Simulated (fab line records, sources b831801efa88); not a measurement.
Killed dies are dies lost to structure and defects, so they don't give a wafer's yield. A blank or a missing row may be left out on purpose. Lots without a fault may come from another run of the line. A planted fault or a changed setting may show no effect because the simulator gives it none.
Which tool did it? | flow gf180mcu | 13 lots, 39 wafers sampled, at 1 step of a route of 602

WHAT THE GAUGES READ, wafer by wafer
GF_V5_CD_MEAS_14: target cd 260 nm. Usual: cd_nm 260.0 nm, standard deviation 1.2.
lot  | measured     | on        | cd_nm (nm)        | flag
L411 | day 27 14:50 | cd_sem-02 | 261.7 260.3 261.8 |
L413 | day 28 10:55 | cd_sem-01 | 260.5 259.4 260.9 |
L415 | day 29 00:54 | cd_sem-02 | 259.6 259.7 260.8 |
L417 | day 29 13:40 | cd_sem-02 | 259.6 257.4 257.7 |
L419 | day 30 06:46 | cd_sem-02 | 260.7 259.5 259.1 |
L421 | day 30 13:52 | cd_sem-01 | 262.6 262.3 262.7 |
L420 | day 30 17:04 | cd_sem-02 | 261.3 261.9 261.1 |
L422 | day 31 01:52 | cd_sem-02 | 257.8 259.0 258.1 |
L426 | day 31 21:42 | cd_sem-01 | 258.6 258.7 259.7 |
L425 | day 31 22:08 | cd_sem-02 | 260.1 261.3 260.3 |
L427 | day 32 10:44 | cd_sem-02 | 258.0 258.3 259.4 |
L428 | day 32 17:44 | cd_sem-01 | 259.2 260.0 260.9 |
L433 | day 33 22:49 | cd_sem-01 | 258.7 260.6 258.7 |

WHICH TOOL RAN EACH LOT (tool, then ch and the chambers of the sampled wafers, then the start)
The record holds no process step before these readings.

WHAT THE TOOLS THEMSELVES READ (means of the sampled wafers that have a number; where no wafer has one, the mark that the record gives instead)
The record holds no such reading with a usual standard deviation.

THE ANSWER, worked out from the rows above alone
Rule: a lot is off if the mean of its wafers that have a number lies more than 3 standard deviations from the usual mean. A lot without any number at a reading at which 4 lots or more have one is off too. The other lots that the step has rows for count as sound. The gauges are gone through in route order, then the tools' own readings, and for those a lot's mean is taken as printed above. The first step at which some lot is off is used, and at that step the reading that is off furthest; a lot without a number counts as furthest.
No lot is off at any reading shown: from this, nothing can be told.

WHAT THE SIMULATOR HAD PUT IN
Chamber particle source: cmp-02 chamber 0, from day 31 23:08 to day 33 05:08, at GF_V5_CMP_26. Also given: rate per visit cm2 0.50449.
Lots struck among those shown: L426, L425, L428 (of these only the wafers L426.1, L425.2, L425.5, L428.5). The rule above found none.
